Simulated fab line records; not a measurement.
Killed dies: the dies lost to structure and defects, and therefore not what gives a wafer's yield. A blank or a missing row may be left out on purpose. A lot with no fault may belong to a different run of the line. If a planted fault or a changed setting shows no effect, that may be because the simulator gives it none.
Matching of chambers    flow gf180mcu    GF_V2_ETCH_16 on rie_diel-03: 4 sister chambers
The step etches BARC in N2/H2. 8 wafers are shown with their chamber, then 7 later ones without.

## WAFERS WITH THEIR CHAMBER
wafer   chamber  drypump_motor_current_A (A)  oes_product_au (a.u.)
L404.4  3        6.5                          0.853
L405.2  3        6.4                          0.849
L405.4  0        5.8                          0.860
L408.1  0        5.7                          0.857
L408.2  1        6.0                          0.857
L408.4  2        6.0                          0.854
L410.4  2        5.9                          0.855
L410.5  1        6.0                          0.852

## WAFERS WITHOUT THEIR CHAMBER
wafer   drypump_motor_current_A (A)  oes_product_au (a.u.)
L410.6  5.7                          0.852
L413.1  6.0                          0.855
L413.5  5.9                          0.854
L413.6  6.0                          0.853
L418.1  5.9                          0.858
L418.4  6.4                          0.852
L418.6  5.9                          0.860

## WHICH CHAMBER EACH ONE RAN IN
wafer   from the rows above           in truth
L410.6  can't be placed: 0 or 2       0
L413.1  can't be placed: 1 or 2       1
L413.5  can't be placed: 2 or 1       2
L413.6  can't be placed: 1 or 2       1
L418.1  can't be placed: 2 or 1 or 0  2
L418.4  3                             3
L418.6  can't be placed: 2 or 0 or 1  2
Correctly placed: 1 of 7. Can't be placed from these rows: 6 (the true chamber is among the candidates in 6). 0 placed wrongly.
How it was worked out, from the rows above alone: a wafer's distance from a chamber is the root of the sum, over the readings, of the square of ((its reading less the chamber's mean) divided by the reading's scatter). If the next closest chamber is less than 2 further off than the closest, the wafer can't be placed; otherwise it belongs to the closest. Each chamber's mean is taken over the wafers shown for it. The scatter: take each reading less its chamber's mean, square it, sum over the shown wafers, divide by the number of wafers less the number of chambers, and take the root.
